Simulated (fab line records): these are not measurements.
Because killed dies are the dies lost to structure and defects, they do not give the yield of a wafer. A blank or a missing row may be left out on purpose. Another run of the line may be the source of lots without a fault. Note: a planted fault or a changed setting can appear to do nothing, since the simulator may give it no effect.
Matching of chambers ; flow gf180mcu ; 3 sister chambers for GF_V1_CVD_02 on pecvd-04
The step deposits SiO2 from TEOS, target thk 850 nm, time 94.851 s. 14 wafers are shown with their chamber, then 7 later ones without.

== EACH WAFER AND ITS CHAMBER ==
wafer;chamber;rf-fwd-power-W (W);heater-power-w (W)
L607.1;1;599.9;727
L607.3;0;596.7;820
L607.5;2;598.0;762
L610.3;2;596.9;835
L610.4;1;598.3;773
L610.6;2;598.9;668
L618.3;1;595.8;729
L618.4;2;595.6;747
L618.5;1;598.1;781
L619.1;1;594.5;748
L619.5;1;596.7;762
L619.6;0;592.7;753
L626.1;1;598.8;654
L626.2;2;596.5;795

SIGNATURES (averages over the wafers above)
reading;chamber 0;chamber 1;chamber 2;scatter within a chamber
rf-fwd-power-W;594.700;597.443;597.180;1.8
heater-power-w;786.50;739.14;761.40;51.1
Rule: distance of a wafer from a chamber = root of the sum over the readings of ((wafer's reading minus chamber's mean) / reading's scatter) squared. If the next closest chamber is less than 2 further off than the closest, the wafer can't be placed; otherwise it belongs to the closest. The scatter: the root of (the sum of the squares of (reading less its chamber's mean) over the shown wafers, divided by (wafers less chambers)).

== WAFERS MISSING THEIR CHAMBER ==
wafer;rf-fwd-power-W (W);heater-power-w (W)
L626.4;597.8;725
L627.2;598.0;649
L627.4;598.0;719
L627.6;593.0;778
L630.2;597.1;674
L630.3;598.3;783
L630.5;595.5;765

== WHICH CHAMBER EACH WENT THROUGH ==
wafer;from the rows above;in truth
L626.4;can't be placed: 1 or 2 or 0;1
L627.2;can't be placed: 1 or 2 or 0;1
L627.4;can't be placed: 1 or 2 or 0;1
L627.6;can't be placed: 0 or 2 or 1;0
L630.2;can't be placed: 1 or 2 or 0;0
L630.3;can't be placed: 2 or 1 or 0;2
L630.5;can't be placed: 0 or 2 or 1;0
0 of 7 placed correctly. Not placeable from these rows: 7 (in 7, the candidates include the true chamber). Number placed wrongly: 0.
